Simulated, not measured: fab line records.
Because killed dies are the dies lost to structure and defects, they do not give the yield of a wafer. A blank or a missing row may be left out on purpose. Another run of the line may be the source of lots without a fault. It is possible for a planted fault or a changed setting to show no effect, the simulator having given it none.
Which tool did it? || flow sky130 || 7 lots with 21 wafers sampled at 2 steps, on a route of 708 steps

## WHAT EACH GAUGE READ, for each wafer
SKY_LDD_LDN_TW_MEAS_13.
{"lot": "L970", "measured": "day 23 02:10", "on": "film_metro-04", "LDD_LDN_TW": "1477 1488 1473"}
{"lot": "L972", "measured": "day 24 01:48", "on": "film_metro-04", "LDD_LDN_TW": "1490 1487 1486"}
{"lot": "L974", "measured": "day 24 17:49", "on": "film_metro-01", "LDD_LDN_TW": "1488 1492 1485"}
{"lot": "L977", "measured": "day 26 05:25", "on": "film_metro-04", "LDD_LDN_TW": "1476 1477 1471"}
{"lot": "L979", "measured": "day 26 22:36", "on": "film_metro-04", "LDD_LDN_TW": "1428 1477 1431"}
{"lot": "L986", "measured": "day 29 01:48", "on": "film_metro-02", "LDD_LDN_TW": "1480 1479 1478"}
{"lot": "L991", "measured": "day 31 02:06", "on": "film_metro-01", "LDD_LDN_TW": "1481 1492 1488"}

## TOOL THAT RAN EACH LOT (tool first, then ch and the chambers of the sampled wafers, then the start)
{"lot": "L970", "SKY_LDD_LDN_DEVELOP_06": "litho_track-02 ch 0, day 23 01:17"}
{"lot": "L972", "SKY_LDD_LDN_DEVELOP_06": "litho_track-03 ch 0, day 24 00:55"}
{"lot": "L974", "SKY_LDD_LDN_DEVELOP_06": "litho_track-04 ch 0, day 24 16:56"}
{"lot": "L977", "SKY_LDD_LDN_DEVELOP_06": "litho_track-03 ch 0, day 26 04:32"}
{"lot": "L979", "SKY_LDD_LDN_DEVELOP_06": "litho_track-03 ch 0, day 26 21:43"}
{"lot": "L986", "SKY_LDD_LDN_DEVELOP_06": "litho_track-02 ch 0, day 29 00:55"}
{"lot": "L991", "SKY_LDD_LDN_DEVELOP_06": "litho_track-04 ch 0, day 31 01:13"}
- SKY_LDD_LDN_DEVELOP_06: develop time 60 s.

## THE ANSWER, worked out from the rows above alone
Rule: usual is defined by the lots themselves. Put in order of their means at a reading, lots are off if they are a third of the lots or fewer, leave a main group of 4 or more, and stand apart from it by a gap of 3 or more times the standard deviation of the main group's means; of several such gaps the widest counts. If all means in a main group match to the digits the tables above print for the reading, that group is not used. Also off: a lot with no number at a reading for which 4 or more lots have one. The other lots that the step has rows for count as sound.
Off: at SKY_LDD_LDN_TW_MEAS_13 (LDD_LDN_TW), L979. For the main group the mean is 1483 and the standard deviation 5.2.
If a tool, at a process step before that reading, ran all the lots that are off and no sound lot after the first of them, it fits. Those tools and the gauges at SKY_LDD_LDN_TW_MEAS_13 are tried in the same way. This does not decide it: 2 tools fit, namely litho_track-03 at SKY_LDD_LDN_DEVELOP_06 and film_metro-04 at SKY_LDD_LDN_TW_MEAS_13.

## WHAT WAS PUT IN BY THE SIMULATOR
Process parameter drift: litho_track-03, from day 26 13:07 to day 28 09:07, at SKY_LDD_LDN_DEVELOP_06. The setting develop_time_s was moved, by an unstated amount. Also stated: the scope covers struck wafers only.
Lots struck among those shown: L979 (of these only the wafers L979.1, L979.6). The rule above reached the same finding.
